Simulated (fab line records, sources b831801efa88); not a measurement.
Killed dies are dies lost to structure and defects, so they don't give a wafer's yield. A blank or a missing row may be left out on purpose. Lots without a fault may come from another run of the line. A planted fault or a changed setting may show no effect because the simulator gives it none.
fab line records | flow sky130 | part 1 of 2: steps 1 to 39 of 40
record lots=6 wafers=18 last_day=50
route steps=708 shown CONTACT@424 METAL1@434 VIA1@458 PAD_OPEN@708
lots that met no fault: from a run of the same line without faults
start_h: hours from the record's first day to the start of the lot's first wafer shown | wait_h: hours since the lot's step before | " the same as in the row above | L1.1+2: a row that stands for several wafers | - no value, or no start given | * or withheld: withheld | < > ~ a bound
route shown NAME@n: a module of which the file shows steps, and the number in the route of the first | usual: mean/standard deviation of fault-free wafers | same: alike in all rows | chamber/n: place in a boat | sites: the reading at each site | _std_site: their standard deviation | _edge_site: outer sites' mean less inner sites' | radius_mm: how far each site lies from the wafer's centre | mask NAME#n: copy n | behind: the tool/chamber that last shaped the wafer | hold: why the lot was held/for how many hours/how that ended | device: the transistor (n, p or np) that didn't switch | end of line: the same wafers' tests at the end of the route | a step without rows: its recipe alone | killed: dies lost to structure and defects at the first sort, not the wafer's yield | map: a wafer's dies, x killed, . not, _ none there
set.NAME: the setting as run; set.NAME@STEP: as run at that earlier step | model.NAME: the simulator's own value behind a step, which no gauge read
lots at some steps of the route; a table a step, a row a wafer
services: from which hour (start_h, from the record's first day; less than 0 if before it) a tool's chamber was out of use, for how many hours, and why
## steps
# step SKY_CONTACT_ETCH_18
# recipe target=Si3N4 chemistry=CHF3/O2 stop_on=TiN source_w=600 bias_w=200 pressure_mtorr=40 chf3_flow_sccm=50 O2_flow_sccm=5 time_s=39 target_depth_a=750
# step SKY_CONTACT_STRIP_19
# recipe chemistry=O2/N2 power_w=1400 pressure_mtorr=1500 platen_temp_c=withheld o2_flow_sccm=3000 n2_flow_sccm=300 overash_fraction=0.5
# step SKY_CONTACT_STRIP_20
# recipe chemistry=post_etch_residue_remover time_s=1200 temp_c=72.5
# step SKY_CONTACT_CLEAN_21
# recipe chemistry=IPA time_s=180 temp_c=25
# step SKY_CONTACT_CLEAN_22
# recipe chemistry=O3/DIW dry=n2_spin
# step SKY_CONTACT_SPUTTER_23
# recipe material=TiN target_thk_nm=20 chamber_pressure_pa=5 power_w=4000 time_s=80
# usual throttle_valve_pct=29.7/0.93
# columns lot.wafer tool chamber start_h wait_h throttle_valve_pct
L114.3 pvd_sputter-02 - 770.52 0.0 29.6
L114.4 " - " " 29.2
L114.5 " - " " 29.8
L117.1 pvd_sputter-02 - 798.46 0.0 29.5
L117.4 " - " " 28.5
L117.5 " - " " 30.1
L120.1 pvd_sputter-04 - 820.91 0.0 32.0
L120.2 " - " " 30.1
L120.3 " - " " 29.8
L125.3 pvd_sputter-04 - 854.53 0.0 31.6
L125.4 " - " " 29.8
L125.6 " - " " 29.7
L129.2 pvd_sputter-03 - 888.28 0.0 28.3
L129.3 " - " " 30.9
L129.6 " - " " 29.2
L130.1 pvd_sputter-04 - 890.52 0.0 30.0
L130.3 " - " " 31.6
L130.4 " - " " 29.6
# step SKY_CONTACT_CVD_24
# recipe material=W target_thk_nm=340 time_s=102.12 temp_c=400 pressure_torr=40
# step SKY_CONTACT_RS_MEAS_25
# recipe thk_meas_gauge=four-point-probe reads=W_of_CONTACT_CVD_24+TiN_of_CONTACT_SPUTTER_23
# usual CONTACT_W_RS=0.337/0.0058
# columns lot.wafer tool chamber start_h wait_h CONTACT_W_RS[ohm/sq]
L114.3 film_metro-03 - 770.73 0.1 0.327
L114.4 " - " " 0.337
L114.5 " - " " 0.336
L117.1 film_metro-02 - 798.63 0.1 0.346
L117.4 " - " " 0.344
L117.5 " - " " 0.337
L120.1 film_metro-03 - 821.08 0.1 0.342
L120.2 " - " " 0.346
L120.3 " - " " 0.340
L125.3 film_metro-02 - 854.75 0.1 0.334
L125.4 " - " " 0.337
L125.6 " - " " 0.342
L129.2 film_metro-04 - 888.47 0.1 0.340
L129.3 " - " " 0.339
L129.6 " - " " 0.345
L130.1 film_metro-03 - 890.69 0.1 0.348
L130.3 " - " " 0.350
L130.4 " - " " 0.341
# step SKY_CONTACT_THK_MEAS_26
# recipe thk_meas_gauge=xrf reads=W_of_CONTACT_CVD_24
# usual CONTACT_W_THK=343/8.3
# columns lot.wafer tool chamber start_h wait_h CONTACT_W_THK[nm]
L114.3 film_metro-03 - 770.83 0.1 357
L114.4 " - " " 348
L114.5 " - " " 350
L117.1 film_metro-02 - 798.75 0.1 335
L117.4 " - " " 338
L117.5 " - " " 346
L120.1 film_metro-03 - 821.20 0.1 343
L120.2 " - " " 336
L120.3 " - " " 342
L125.3 film_metro-02 - 854.85 0.1 346
L125.4 " - " " 344
L125.6 " - " " 341
L129.2 film_metro-04 - 888.58 0.1 331
L129.3 " - " " 332
L129.6 " - " " 327
L130.1 film_metro-03 - 890.81 0.1 334
L130.3 " - " " 333
L130.4 " - " " 342
# step SKY_CONTACT_CMP_27
# recipe stop_on=SiO2 t_overpolish_s=15 down_force_psi=3.5 platen_rpm=60 target_thk_nm=0 pad_velocity_m_s=0.94248
# usual motor_current_A=11.3/1.2 overpolish_run_s=15.000/0.0092 retaining_ring_pressure_frac=1.000/0.0054 slurry_filter_dp_kPa=13.50/0.14 time_to_endpoint_s=83/4.5
# columns lot.wafer tool chamber start_h wait_h motor_current_A overpolish_run_s retaining_ring_pressure_frac slurry_filter_dp_kPa time_to_endpoint_s
L114.3 cmp-01 3 770.87 0.0 13.0 14.994 1.005 13.39 79
L114.4 " 0 " " 9.8 14.997 0.999 13.33 82
L114.5 " 0 " " 9.7 15.001 0.994 13.48 84
L117.1 cmp-02 0 798.94 0.2 9.8 15.011 1.001 13.57 77
L117.4 " 1 " " 11.9 14.986 0.996 13.59 82
L117.5 " 0 " " 9.6 15.008 1.000 13.57 79
L120.2 cmp-01 3 821.31 0.1 13.3 15.019 1.011 13.31 74
L120.3 " 0 " " 10.0 14.992 1.000 13.50 81
L120.1 " 1 " " 10.7 14.990 0.996 13.29 78
L125.3 cmp-02 2 854.89 0.0 12.2 14.986 1.020 13.62 87
L125.4 " 0 " " 9.7 15.006 0.995 13.50 77
L125.6 " 3 " " 11.0 14.979 0.992 13.42 82
L129.2 cmp-01 3 888.68 0.1 13.8 14.993 1.001 13.57 76
L129.3 " 0 " " 9.0 15.002 1.002 13.39 87
L129.6 " 3 " " 13.0 15.018 0.992 13.49 77
L130.1 cmp-02 1 890.87 0.1 11.6 15.008 1.008 13.68 79
L130.4 " 2 " " 12.1 15.003 0.999 13.58 81
L130.3 " 3 " " 10.4 15.004 1.000 13.55 78
# step SKY_METAL1_SPUTTER_00
# recipe material=Ti target_thk_nm=15 power_w=3000 time_s=10 chamber_pressure_pa=0.4
# usual throttle_valve_pct=29.9/1
# columns lot.wafer tool chamber start_h wait_h throttle_valve_pct
L114.3 pvd_sputter-01 - 771.17 0.2 31.3
L114.4 " - " " 29.4
L114.5 " - " " 29.6
L117.1 pvd_sputter-01 - 799.24 0.2 29.0
L117.4 " - " " 30.8
L117.5 " - " " 30.7
L120.1 pvd_sputter-01 - 821.56 0.1 30.9
L120.2 " - " " 31.1
L120.3 " - " " 29.1
L125.3 pvd_sputter-03 - 855.19 0.2 28.1
L125.4 " - " " 28.3
L125.6 " - " " 30.9
L129.2 pvd_sputter-01 - 888.93 0.2 31.1
L129.3 " - " " 31.1
L129.6 " - " " 31.1
L130.1 pvd_sputter-01 - 891.17 0.2 31.1
L130.3 " - " " 29.2
L130.4 " - " " 31.0
# step SKY_METAL1_SPUTTER_01
# recipe material=TiN target_thk_nm=20 power_w=6500 time_s=16.7 chamber_pressure_pa=0.4
# step SKY_METAL1_SPUTTER_02
# recipe material=AlCu target_thk_nm=250 power_w=10600 time_s=13.3 chamber_pressure_pa=0.4
# usual throttle_valve_pct=29.9/1.1
# columns lot.wafer tool chamber start_h wait_h throttle_valve_pct model.AlCu_of_METAL1_SPUTTER_02.thk_nm
L114.3 pvd_sputter-01 - 771.21 0.0 31.1 252
L114.4 " - " " 29.5 244.8
L114.5 " - " " 29.6 246
L117.1 pvd_sputter-01 - 799.28 0.0 29.1 244.8
L117.4 " - " " 31.2 86.06
L117.5 " - " " 31.1 247.7
L120.1 pvd_sputter-01 - 821.61 0.0 31.1 249.4
L120.2 " - " " 31.1 251.6
L120.3 " - " " 28.9 85.31
L125.3 pvd_sputter-03 - 855.23 0.0 28.0 250.8
L125.4 " - " " 28.0 247.3
L125.6 " - " " 30.9 252.7
L129.2 pvd_sputter-01 - 888.98 0.0 31.0 252
L129.3 " - " " 31.0 250.1
L129.6 " - " " 30.9 250.4
L130.1 pvd_sputter-01 - 891.21 0.0 31.2 251
L130.3 " - " " 29.3 247.8
L130.4 " - " " 31.0 247.8
# step SKY_METAL1_SPUTTER_03
# recipe material=Ti target_thk_nm=5 power_w=3000 time_s=3.3 chamber_pressure_pa=0.4
# step SKY_METAL1_SPUTTER_04
# recipe material=TiN target_thk_nm=70 power_w=6500 time_s=58.3 chamber_pressure_pa=0.4
# step SKY_METAL1_RS_MEAS_05
# recipe thk_meas_gauge=four-point-probe reads=TiN_of_METAL1_SPUTTER_04+Ti_of_METAL1_SPUTTER_03+AlCu_of_METAL1_SPUTTER_02+TiN_of_METAL1_SPUTTER_01+Ti_of_METAL1_SPUTTER_00
# usual METAL1_ALCU_RS=0.1265/0.0019
# columns lot.wafer tool chamber start_h wait_h METAL1_ALCU_RS[ohm/sq]
L114.3 film_metro-01 - 771.35 0.1 0.1258
L114.4 " - " " 0.1297
L114.5 " - " " 0.1291
L117.1 film_metro-03 - 799.38 0.0 0.1295
L117.4 " - " " 0.3916
L117.5 " - " " 0.1280
L120.1 film_metro-01 - 821.70 0.0 0.1276
L120.2 " - " " 0.1262
L120.3 " - " " 0.3954
L125.3 film_metro-03 - 855.37 0.1 0.1263
L125.4 " - " " 0.1282
L125.6 " - " " 0.1254
L129.2 film_metro-01 - 889.09 0.0 0.1259
L129.3 " - " " 0.1266
L129.6 " - " " 0.1268
L130.1 film_metro-03 - 891.31 0.0 0.1264
L130.3 " - " " 0.1280
L130.4 " - " " 0.1279
# step SKY_METAL1_THK_MEAS_06
# recipe thk_meas_gauge=xrf reads=AlCu_of_METAL1_SPUTTER_02
# usual METAL1_ALCU_THK=248/3.8
# columns lot.wafer tool chamber start_h wait_h METAL1_ALCU_THK[nm]
L114.3 film_metro-01 - 771.45 0.1 247
L114.4 " - " " 241
L114.5 " - " " 244
L117.1 film_metro-03 - 799.50 0.1 243
L117.4 " - " " 85
L117.5 " - " " 245
L120.1 film_metro-01 - 821.82 0.1 244
L120.2 " - " " 248
L120.3 " - " " 83
L125.3 film_metro-03 - 855.47 0.1 249
L125.4 " - " " 245
L125.6 " - " " 251
L129.2 film_metro-01 - 889.20 0.1 247
L129.3 " - " " 244
L129.6 " - " " 243
L130.1 film_metro-03 - 891.43 0.1 247
L130.3 " - " " 245
L130.4 " - " " 245
# step SKY_METAL1_DEHYDRATE_07
# recipe temp_c=200 time_s=60
# step SKY_METAL1_HMDS_08
# recipe prime_time_s=60 prime_temp_c=120
# step SKY_METAL1_COAT_09
# recipe resist=BARC temp_c=withheld time_s=withheld spin_rpm=3000 resist_thk_nm=60
# step SKY_METAL1_COAT_10
# recipe resist=KrF-thick spin_rpm=3000 resist_thk_nm=450
# step SKY_METAL1_SOFTBAKE_11
# recipe temp_c=100 time_s=90 resist=KrF-thick
# step SKY_METAL1_EXPOSE_12
# recipe mask_id=MM1 na=0.8 source_shape=annular sigma_inner=0.55 sigma_outer=0.85 target_cd_nm=140 dose_mj=28
# step SKY_METAL1_PEB_13
# recipe peb_temp_c=withheld peb_time_s=withheld resist=KrF-thick
# step SKY_METAL1_DEVELOP_14
# recipe develop_time_s=60 resist=KrF-thick dev_temp_c=21
# step SKY_METAL1_CD_MEAS_15
# recipe target_cd_nm=140
# usual cd_nm=139.7/1.3
# columns lot.wafer tool chamber start_h wait_h cd_nm
L114.3 cd_sem-01 - 797.54 - 138.5
L114.4 " - " " 136.7
L114.5 " - " " 138.0
L117.1 cd_sem-02 - 825.95 - 140.3
L117.4 " - " " 139.4
L117.5 " - " " 138.8
L120.1 cd_sem-01 - 848.30 - 139.4
L120.2 " - " " 140.7
L120.3 " - " " 140.8
L125.3 cd_sem-01 - 880.80 - 140.5
L125.4 " - " " 142.2
L125.6 " - " " 140.3
L129.2 cd_sem-02 - 915.82 - 140.4
L129.3 " - " " 142.0
L129.6 " - " " 141.7
L130.1 cd_sem-02 - 916.95 - 140.4
L130.3 " - " " 139.6
L130.4 " - " " 139.8
# step SKY_METAL1_OVL_MEAS_16
# usual METAL1_OVL=0/5.5
# columns lot.wafer tool chamber start_h wait_h METAL1_OVL[nm]
L114.3 overlay-02 - 797.63 0.1 3
L114.4 " - " " 2
L114.5 " - " " 0
L117.1 overlay-01 - 826.07 0.1 7
L117.4 " - " " 15
L117.5 " - " " 4
L120.1 overlay-01 - 848.42 0.1 1
L120.2 " - " " -3
L120.3 " - " " 5
L125.3 overlay-01 - 880.89 0.1 5
L125.4 " - " " 4
L125.6 " - " " 6
L129.2 overlay-01 - 915.92 0.1 -4
L129.3 " - " " -8
L129.6 " - " " -2
L130.1 overlay-02 - 917.07 0.1 5
L130.3 " - " " 5
L130.4 " - " " 3
# step SKY_METAL1_DESCUM_17
# recipe chemistry=O2 source_power_w=150 bias_power_w=0 pressure_mtorr=10 temp_c=40 time_s=8
# usual chamber_pressure_mTorr=9.998/0.0094 drypump_motor_current_A=5.9/0.31 oes_product_au=1.017/0.015
# columns lot.wafer tool chamber start_h wait_h chamber_pressure_mTorr drypump_motor_current_A oes_product_au rf_hours_counter_h
L114.3 rie_metal-03 0 797.67 0.0 10.004 5.9 1.033 -
L114.4 " 0 " " 9.992 5.9 1.032 -
L114.5 " 0 " " 9.998 5.9 1.038 -
L117.1 rie_metal-01 1 826.10 0.0 9.991 5.5 1.008 14
L117.4 " 1 " " 10.000 5.5 0.998 -
L117.5 " 1 " " 10.000 5.5 1.011 -
L120.1 rie_metal-03 0 848.45 0.0 10.010 5.9 1.024 12
L120.2 " 1 " " 9.988 6.4 1.024 2
L120.3 " 1 " " 10.005 6.4 1.033 -
L125.3 rie_metal-04 1 880.92 0.0 10.006 5.9 1.029 -
L125.4 " 0 " " 9.993 5.7 1.008 -
L125.6 " 0 " " 10.002 5.7 1.001 -
L129.2 rie_metal-03 1 915.95 0.0 10.012 6.4 1.024 5
L129.3 " 0 " " 10.002 5.9 1.030 -
L129.6 " 1 " " 10.000 6.4 1.028 -
L130.1 rie_metal-01 1 917.10 0.0 10.012 5.5 1.015 17
L130.3 " 1 " " 10.005 5.5 1.022 -
L130.4 " 1 " " 10.005 5.5 1.011 -
# step SKY_METAL1_ETCH_18
# recipe chemistry=N2/H2 target=BARC ion_energy_ev=200 bias_w=100 pressure_mtorr=30 n2_flow_sccm=100 h2_flow_sccm=200 icp_w=500 stop_on=SiO2 time_s=45.9 target_depth_a=600
# step SKY_METAL1_METAL_ETCH_19
# recipe target_depth_a=3600 stop_on=SiO2 over_etch_frac=0.3 time_s=78 chemistry=Cl2/BCl3 resist_sidewall_deg=88 pressure_mtorr=10 icp_w=900 bias_w=48.5 Cl2_flow_sccm=60 bcl3_flow_sccm=30
# usual chamber_pressure_mTorr=9.999/0.0095 drypump_motor_current_A=5.9/0.31 oes_product_au=0.854/0.0069 throttle_valve_pct=22.264/0.0093
# columns lot.wafer tool chamber start_h wait_h chamber_pressure_mTorr drypump_motor_current_A oes_product_au rf_hours_counter_h throttle_valve_pct
L114.3 rie_metal-03 0 797.90 0.1 10.001 5.9 0.859 - 22.269
L114.4 " 0 " " 9.994 5.9 0.844 - 22.269
L114.5 " 0 " " 10.004 5.9 0.845 - 22.265
L117.1 rie_metal-01 1 826.29 0.1 10.006 5.5 0.847 14 22.258
L117.4 " 1 " " 9.977 5.5 0.671 - 22.274
L117.5 " 1 " " 9.997 5.5 0.847 - 22.270
L120.1 rie_metal-03 0 848.55 0.0 9.999 5.9 0.853 12 22.254
L120.2 " 1 " " 9.986 6.4 0.858 2 22.273
L120.3 " 1 " " 10.018 6.4 0.661 - 22.246
L125.3 rie_metal-04 1 881.04 0.1 10.003 5.9 0.860 - 22.256
L125.4 " 0 " " 10.005 5.7 0.847 - 22.259
L125.6 " 0 " " 10.002 5.7 0.858 - 22.267
L129.2 rie_metal-03 1 916.05 0.0 10.000 6.4 0.855 5 22.266
L129.3 " 0 " " 9.998 5.9 0.859 - 22.283
L129.6 " 1 " " 10.001 6.4 0.858 - 22.264
L130.1 rie_metal-01 1 917.29 0.1 9.997 5.5 0.855 17 22.269
L130.3 " 1 " " 10.008 5.5 0.857 - 22.260
L130.4 " 1 " " 10.006 5.5 0.859 - 22.262
# step SKY_METAL1_STRIP_20
# recipe chemistry=O2/N2 power_w=1400 pressure_mtorr=1500 platen_temp_c=withheld o2_flow_sccm=3000 n2_flow_sccm=300 overash_fraction=0.5
# usual chamber_pressure_mTorr=1500.0/1.4 drypump_motor_current_A=5.5/0.53 o2_flow_sccm=2999/9.3 oes_product_au=0.340/0.0053 strip_time_to_endpoint_s=2.61/0.072
# columns lot.wafer tool chamber start_h wait_h chamber_pressure_mTorr drypump_motor_current_A o2_flow_sccm oes_product_au rf_hours_counter_h strip_time_to_endpoint_s
L114.3 plasma_asher-04 1 798.05 0.1 1498.9 6.1 2994 0.339 - 2.58
L114.4 " 0 " " 1500.5 4.8 2988 0.339 - 2.56
L114.5 " 0 " " 1504.3 4.8 3002 0.335 - 2.58
L117.1 plasma_asher-02 1 826.47 0.1 1497.9 5.1 2998 0.338 38 2.64
L117.4 " 1 " " 1498.6 5.1 3007 0.346 - 2.69
L117.5 " 1 " " 1499.8 5.1 3002 0.346 - 2.68
L120.1 plasma_asher-03 1 848.64 0.1 1501.0 6.0 3002 0.337 106 2.55
L120.2 " 0 " " 1499.5 6.2 3010 0.344 106 2.60
L120.3 " 0 " " 1500.5 6.2 3003 0.350 - 2.56
L125.3 plasma_asher-04 0 881.13 0.1 1503.1 4.8 2988 0.338 - 2.57
L125.4 " 1 " " 1500.1 6.1 2984 0.339 - 2.69
L125.6 " 0 " " 1498.2 4.8 2990 0.335 - 2.65
L129.2 plasma_asher-02 0 916.14 0.1 1500.2 5.2 2992 0.343 49 2.57
L129.3 " 1 " " 1501.6 5.2 2999 0.340 - 2.54
L129.6 " 0 " " 1500.0 5.2 2990 0.333 - 2.56
L130.1 plasma_asher-02 1 917.47 0.1 1500.6 5.1 3015 0.344 50 2.65
L130.3 " 1 " " 1499.4 5.1 3013 0.336 - 2.64
L130.4 " 0 " " 1501.1 5.2 3005 0.335 - 2.63
# step SKY_METAL1_STRIP_21
# recipe chemistry=post_etch_residue_remover time_s=1200 temp_c=72.5
# step SKY_METAL1_CLEAN_22
# recipe chemistry=IPA time_s=180 temp_c=25
# step SKY_METAL1_CLEAN_23
# recipe chemistry=O3/DIW dry=n2_spin
# step SKY_VIA1_HDPCVD_00
# recipe material=SiO2 target_thk_nm=1030 sigma_open_frac=0.3 time_s=171.7 temp_c=400 sih4_flow_sccm=60 pressure_mtorr=6
# step SKY_VIA1_THK_MEAS_01
# recipe reads=SiO2_of_VIA1_HDPCVD_00
# usual VIA1_HDPCVD_THK=1033/11
# columns lot.wafer tool chamber start_h wait_h VIA1_HDPCVD_THK[nm]
L114.3 film_metro-01 - 798.74 0.1 1020
L114.4 " - " " 1033
L114.5 " - " " 1015
L117.1 film_metro-04 - 827.18 0.1 1030
L117.4 " - " " 1027
L117.5 " - " " 1019
L120.1 film_metro-01 - 849.41 0.1 1034
L120.2 " - " " 1036
L120.3 " - " " 1027
L125.3 film_metro-02 - 881.92 0.1 1017
L125.4 " - " " 1044
L125.6 " - " " 1019
L129.2 film_metro-04 - 916.90 0.1 1036
L129.3 " - " " 1039
L129.6 " - " " 1036
L130.1 film_metro-02 - 918.52 0.1 1042
L130.3 " - " " 1040
L130.4 " - " " 1048
# step SKY_VIA1_CMP_02
# recipe material=SiO2 down_force_psi=4 platen_rpm=60 pad_velocity_m_s=0.94248
# step SKY_VIA1_BOW_MEAS_03
# recipe mode=bow
# usual VIA1_BOW=81/6.6
# columns lot.wafer tool chamber start_h wait_h VIA1_BOW[um]
L114.3 film_metro-02 - 799.12 0.1 87
L114.4 " - " " 79
L114.5 " - " " 87
L117.1 film_metro-01 - 827.54 0.2 69
L117.4 " - " " 99
L117.5 " - " " 71
L120.1 film_metro-04 - 850.03 0.1 87
L120.2 " - " " 94
L120.3 " - " " 97
L125.3 film_metro-02 - 882.30 0.1 86
L125.4 " - " " 80
L125.6 " - " " 81
L129.2 film_metro-01 - 917.74 0.2 76
L129.3 " - " " 81
L129.6 " - " " 80
L130.1 film_metro-04 - 918.88 0.2 87
L130.3 " - " " 82
L130.4 " - " " 89
# step SKY_VIA1_DEHYDRATE_04
# recipe temp_c=200 time_s=60
## key
first_sign step=SKY_METAL1_RS_MEAS_05 reading=METAL1_ALCU_RS direction=up sigmas=99+ usual=0.1265 struck=0.3935
effect step=SKY_METAL1_THK_MEAS_06 reading=METAL1_ALCU_THK direction=down sigmas=43 usual=248 struck=84
effect step=SKY_METAL1_METAL_ETCH_19 reading=oes_product_au direction=down sigmas=27 usual=0.854 struck=0.666
effect step=SKY_VIA1_BOW_MEAS_03 reading=VIA1_BOW direction=up sigmas=2.7 usual=81 struck=98
model_effect step=SKY_METAL1_SPUTTER_02 value=AlCu_of_METAL1_SPUTTER_02.thk_nm without=247.6 struck=85.69
model_effect step=SKY_PAD_OPEN_PROBE_99 value=etest.tester.sort_n_pass without=406 struck=339
met_at SKY_METAL1_SPUTTER_02
struck_wafers L117.4,L120.3
onset_between 771.21 799.28
fault kind=process_parameter_drift tool=pvd_sputter-01 chamber=- onset_h=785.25 steps=SKY_METAL1_SPUTTER_02 channel=target_thk_nm offset=-161.9 shape=step end_h=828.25 scope=struck_wafers_only acts_in=these_recipes_only stated=250
